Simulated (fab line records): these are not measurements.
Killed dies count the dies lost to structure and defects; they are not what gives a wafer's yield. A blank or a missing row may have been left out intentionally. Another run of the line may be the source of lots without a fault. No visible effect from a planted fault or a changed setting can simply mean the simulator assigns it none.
A single fault, viewed from 2 desks :: flow sky130 :: every desk sees just its own numbers, and what lay behind them comes last

METROLOGY DESK
Lot by lot, what the gauges showed, no matter which tool ran the lot: averages of those sampled wafers that carry a number. A lot is out of limits, marked OUT, if its mean lies more than 4 standard deviations from the usual mean; the brackets give that distance.
Columns: A = VIA4_HDPCVD_THK at SKY_VIA4_THK_MEAS_01, usual 1741 nm; B = VIA4_BOW at SKY_VIA4_BOW_MEAS_03, usual 79 um; C = VIA4_OVL at SKY_VIA4_OVL_MEAS_11, usual -0.1 nm
lot: L586
first seen here: day 43 05:52
A: 1729
B: 90
C: -0.4

lot: L588
first seen here: day 43 06:25
A: 1745
B: 77
C: -2.3

lot: L587
first seen here: day 43 07:44
A: 1761
B: 83
C: -2.2

lot: L590
first seen here: day 43 14:49
A: 1752
B: 84
C: 1.0

lot: L603
first seen here: day 46 17:35
A: 1729
B: 77
C: -0.4
This desk's finding: nothing out of limits on any of the 5 lots.

FOR THE TOOL OWNER'S DESK: iline stepper-01
The tool's own readings at SKY_VIA4_EXPOSE_08 (exposes mask VIM4, target cd 800 nm): means of the sampled wafers that have a number, for each lot that ran on this tool. A lot is out of limits, marked OUT, if its mean lies more than 4 standard deviations from the usual mean; the brackets give that distance.
Columns: A = exposure dose mJ cm2 at SKY_VIA4_EXPOSE_08, usual 132.00
lot: L588
first seen here: day 43 18:07
A: 132.07

lot: L587
first seen here: day 43 19:05
A: 131.96

lot: L590
first seen here: day 44 03:12
A: 132.09
This desk's finding: nothing out of limits on any of the 3 lots.

ALL TOGETHER
At the metrology desk, nothing out of limits was observed.
The tool owner's desk saw nothing out of limits.

WHAT HAD BEEN PUT IN BY THE SIMULATOR
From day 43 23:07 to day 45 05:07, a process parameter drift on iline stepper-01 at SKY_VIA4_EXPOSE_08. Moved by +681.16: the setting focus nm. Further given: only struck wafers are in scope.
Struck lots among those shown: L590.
